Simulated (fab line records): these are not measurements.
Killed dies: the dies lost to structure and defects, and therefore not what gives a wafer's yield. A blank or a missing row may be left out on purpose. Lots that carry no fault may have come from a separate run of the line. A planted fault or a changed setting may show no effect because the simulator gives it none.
Code-filled problem report in 8D (eight disciplines) form || flow gf180mcu || the parts of the form that need people (team, actions taken, sign-off) are left out

== 1. THE ISSUE ==
Wafers free of any fault read 3180 (standard deviation 18) for PSD_TW at GF_PSD_TW_MEAS_11, against a mean of 30 on 9 wafers of 3 lots. That is -99 or more standard deviations from the usual mean.
First seen on wafer L280.2, day 16 02:37, on film metro-01. The record has a number at this step for 36 wafers belonging to 12 lots. Rule for "out", or "out of limits": more than 4 standard deviations from the usual mean. The other wafers with a number count as sound.

== 2. WHAT IT IS, WHAT IT ISN'T ==
{"question": "which readings at this step", "is": "PSD_TW", "is not": "-"}
{"question": "which lots", "is": "L280, L281, L282", "is not": "L275, L278, L283, L290, L291, L293, L295, L296, L298"}
{"question": "which wafers of those lots", "is": "all that have a number", "is not": "-"}
{"question": "read on which gauges", "is": "film metro-01, film metro-04", "is not": "film metro-03"}
{"question": "when", "is": "from day 16 02:37", "is not": "up to then (6 sound wafers); but 21 sound wafers of L283, L290, L291, L293, L295, L296, L298 came after"}

== 3. SUSPECTS, AND WHAT RULES EACH OUT ==
Counting: any tool at a process step up to the reading is kept as a suspect provided that every lot that is out went through it and no sound lot did after the first of them.
- ruled out: the gauge at GF_PSD_TW_MEAS_11. Those wafers that are out were read across 2 gauges (film metro-01, film metro-04).
- plasma asher-03 at GF_NSD_STRIP_11 (strips in O2/N2): ruled out as a lasting fault. The sound lots L283, L290, L293, L296, L298 went through it after L280, its earliest lot that is out (day 15 04:31).
Left after counting: nothing in the record.

== 4. THE CAUSE (what the simulator had put in) ==
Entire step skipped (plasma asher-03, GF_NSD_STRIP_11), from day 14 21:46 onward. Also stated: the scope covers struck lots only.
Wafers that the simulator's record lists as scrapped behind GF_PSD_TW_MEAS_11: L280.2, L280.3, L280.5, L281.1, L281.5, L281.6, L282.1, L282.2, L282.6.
The count ruled it out by mistake, since the rule takes a fault to strike every lot its tool runs from the start of the fault on, and this one did not do so.

== 5. THE CHAIN OF EFFECTS, in route order ==
Each row: a reading where the mean over the struck wafers with a number is more than 3 standard deviations away from the usual. Only readings for which the record gives a usual standard deviation are gone through. hours: the time from each lot's start at the first step in this table that gives one to its start at this step, as a median over the lots. sigmas: the change in usual standard deviations.
{"hours": 0, "step": "GF_PSD_STRIP_10", "reading": "oes product au", "usual": "0.592 a.u.", "on struck wafers": 0.655, "change": "+0.063", "sigmas": "+14"}
{"hours": 0, "step": "GF_PSD_STRIP_10", "reading": "strip time to endpoint s", "usual": "16.54 s", "on struck wafers": 31.45, "change": "+14.91", "sigmas": "+99 or more"}
{"hours": 0, "step": "GF_PSD_TW_MEAS_11", "reading": "PSD_TW", "usual": 3180, "on struck wafers": 30, "change": -3150, "sigmas": "-99 or more"}
The process steps in it:
- GF_PSD_STRIP_10: strips in O2/N2.
Readings that are blank on the struck wafers while sound wafers have them: chamber pressure mTorr at GF_NSD_STRIP_11; drypump motor current A at GF_NSD_STRIP_11; heater power w at GF_NSD_STRIP_11; oes product au at GF_NSD_STRIP_11; strip time to endpoint s at GF_NSD_STRIP_11.

== 6. HOW IT WOULD HAVE BEEN CAUGHT EARLIER ==
The first out-of-limits reading at a measuring or inspecting step in this record came at day 16 02:37, 29 hours after the fault's start at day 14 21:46.
At GF_NSD_STRIP_11 the tool's readings are blank on the struck wafers, where sound wafers have them: an empty tool record is the first sign, and it was there at once.
